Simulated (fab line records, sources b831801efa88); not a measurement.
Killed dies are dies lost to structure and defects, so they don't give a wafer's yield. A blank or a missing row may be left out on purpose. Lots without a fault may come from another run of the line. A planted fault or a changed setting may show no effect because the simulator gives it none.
Which tool did it? | flow gf180mcu | 14 lots, 42 wafers sampled, at 4 steps of a route of 602

WHAT THE GAUGES READ, wafer by wafer
GF_STI_CD_MEAS_12: target cd 220 nm. Usual: cd_nm 219.6 nm, standard deviation 1.1.
lot  | measured    | on        | cd_nm (nm)        | flag
L277 | day 2 03:14 | cd_sem-02 | 219.5 220.1 219.4 |
L278 | day 2 10:40 | cd_sem-02 | 217.8 218.8 217.9 |
L279 | day 2 13:14 | cd_sem-01 | 219.6 218.9 219.6 |
L280 | day 2 21:23 | cd_sem-01 | 220.5 219.7 220.2 |
L281 | day 2 21:48 | cd_sem-02 | 221.3 221.0 221.4 |
L282 | day 3 05:36 | cd_sem-02 | 216.9 218.0 217.8 |
L283 | day 3 11:14 | cd_sem-02 | 219.3 219.7 218.2 |
L290 | day 4 23:20 | cd_sem-01 | 219.6 219.8 219.7 |
L292 | day 5 05:41 | cd_sem-02 | 219.3 220.9 218.3 |
L293 | day 5 15:08 | cd_sem-02 | 221.2 220.6 221.1 |
L295 | day 6 00:29 | cd_sem-02 | 220.4 219.8 219.6 |
L296 | day 6 07:17 | cd_sem-01 | 218.2 220.2 220.3 |
L299 | day 6 20:55 | cd_sem-02 | 220.4 220.7 220.2 |
L300 | day 7 00:01 | cd_sem-01 | 220.4 218.8 221.1 |

GF_HV_LDD_CD_MEAS_07: target cd 400 nm. Usual: cd_nm 400.0 nm, standard deviation 1.6.
lot  | measured     | on        | cd_nm (nm)        | flag
L277 | day 10 07:19 | cd_sem-01 | 399.2 400.2 401.0 |
L278 | day 10 14:56 | cd_sem-01 | 399.5 396.2 397.3 |
L279 | day 10 15:52 | cd_sem-02 | 401.3 403.1 401.5 |
L280 | day 11 07:01 | cd_sem-02 | 401.4 400.1 398.2 |
L281 | day 11 03:26 | cd_sem-02 | 401.2 400.7 400.1 |
L282 | day 11 17:53 | cd_sem-01 | 399.1 400.0 397.5 |
L283 | day 11 20:37 | cd_sem-01 | 398.8 400.1 399.1 |
L290 | day 15 00:38 | cd_sem-01 | 431.1 397.7 398.8 | OFF
L292 | day 14 23:59 | cd_sem-01 | 436.4 403.7 402.3 | OFF
L293 | day 15 06:28 | cd_sem-01 | 399.2 402.9 400.1 |
L295 | day 15 13:28 | cd_sem-01 | 399.7 401.6 401.8 |
L296 | day 15 21:19 | cd_sem-02 | 399.8 400.4 400.3 |
L299 | day 16 16:58 | cd_sem-01 | 397.6 399.3 400.5 |
L300 | day 16 20:24 | cd_sem-02 | 398.1 399.9 399.5 |

GF_HV_LDD_CD_MEAS_46: target cd 400 nm. Usual: cd_nm 400.0 nm, standard deviation 2.6.
lot  | measured     | on        | cd_nm (nm)        | flag
L277 | day 12 16:19 | cd_sem-01 | 401.2 399.8 402.9 |
L278 | day 13 00:53 | cd_sem-01 | 400.1 399.4 398.7 |
L279 | day 13 01:14 | cd_sem-02 | 397.2 399.2 397.7 |
L280 | day 13 18:56 | cd_sem-01 | 398.7 399.6 397.1 |
L281 | day 13 14:10 | cd_sem-02 | 397.3 397.4 396.8 |
L282 | day 14 05:12 | cd_sem-02 | 404.7 405.3 402.9 |
L283 | day 14 09:16 | cd_sem-02 | 394.7 397.2 394.2 |
L290 | day 17 20:13 | cd_sem-01 | 404.5 402.7 404.4 |
L292 | day 17 19:49 | cd_sem-02 | 398.5 398.2 400.8 |
L293 | day 18 03:13 | cd_sem-01 | 400.0 399.0 402.4 |
L295 | day 18 09:32 | cd_sem-01 | 402.4 402.9 403.8 |
L296 | day 18 18:20 | cd_sem-01 | 399.9 400.0 400.5 |
L299 | day 19 17:28 | cd_sem-01 | 397.7 399.6 400.3 |
L300 | day 19 19:43 | cd_sem-01 | 404.9 400.6 404.8 |

WHICH TOOL RAN EACH LOT (tool, then ch and the chambers of the sampled wafers, then the start)
lot  | GF_HV_LDD_DEVELOP_06
L277 | litho_track-02 ch 0, day 10 07:10
L278 | litho_track-04 ch 0, day 10 14:47
L279 | litho_track-02 ch 0, day 10 15:43
L280 | litho_track-02 ch 0, day 11 06:52
L281 | litho_track-03 ch 0, day 11 03:18
L282 | litho_track-04 ch 0, day 11 17:44
L283 | litho_track-02 ch 0, day 11 20:28
L290 | litho_track-04 ch 0, day 15 00:29
L292 | litho_track-04 ch 0, day 14 23:50
L293 | litho_track-03 ch 0, day 15 06:19
L295 | litho_track-02 ch 0, day 15 13:19
L296 | litho_track-02 ch 0, day 15 21:10
L299 | litho_track-02 ch 0, day 16 16:49
L300 | litho_track-02 ch 0, day 16 20:16
- GF_HV_LDD_DEVELOP_06: develop time 60 s.

WHAT THE TOOLS THEMSELVES READ (means of the sampled wafers that have a number; where no wafer has one, the mark that the record gives instead)
GF_HV_LDD_DEVELOP_06. Usual: developer_temp_C 22.99 C, standard deviation 0.11.
lot  | tool           | developer_temp_C (C) | flag
L277 | litho_track-02 | 22.95                |
L278 | litho_track-04 | 23.01                |
L279 | litho_track-02 | 23.02                |
L280 | litho_track-02 | 22.91                |
L281 | litho_track-03 | 23.03                |
L282 | litho_track-04 | 22.83                |
L283 | litho_track-02 | 22.93                |
L290 | litho_track-04 | 23.05                |
L292 | litho_track-04 | 23.10                |
L293 | litho_track-03 | 22.87                |
L295 | litho_track-02 | 23.15                |
L296 | litho_track-02 | 23.01                |
L299 | litho_track-02 | 22.92                |
L300 | litho_track-02 | 22.92                |

THE ANSWER, worked out from the rows above alone
Rule: a lot is off if the mean of its wafers that have a number lies more than 3 standard deviations from the usual mean. A lot without any number at a reading at which 4 lots or more have one is off too. The other lots that the step has rows for count as sound. The gauges are gone through in route order, then the tools' own readings, and for those a lot's mean is taken as printed above. The first step at which some lot is off is used, and at that step the reading that is off furthest; a lot without a number counts as furthest.
Off: L290, L292, at GF_HV_LDD_CD_MEAS_07 (cd_nm).
A tool fits if, at a process step before that reading, it ran every lot that is off, and no sound lot after the first of them. The gauges at GF_HV_LDD_CD_MEAS_07 are tried like those tools. One fits: litho_track-04 at GF_HV_LDD_DEVELOP_06. Its last sound lot is L282 (day 11 17:44), its first lot that is off L292 (day 14 23:50): a fault that began between those two fits.

WHAT THE SIMULATOR HAD PUT IN
Process parameter drift: litho_track-04, from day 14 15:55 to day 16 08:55, at GF_HV_LDD_DEVELOP_06. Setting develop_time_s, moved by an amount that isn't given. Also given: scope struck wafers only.
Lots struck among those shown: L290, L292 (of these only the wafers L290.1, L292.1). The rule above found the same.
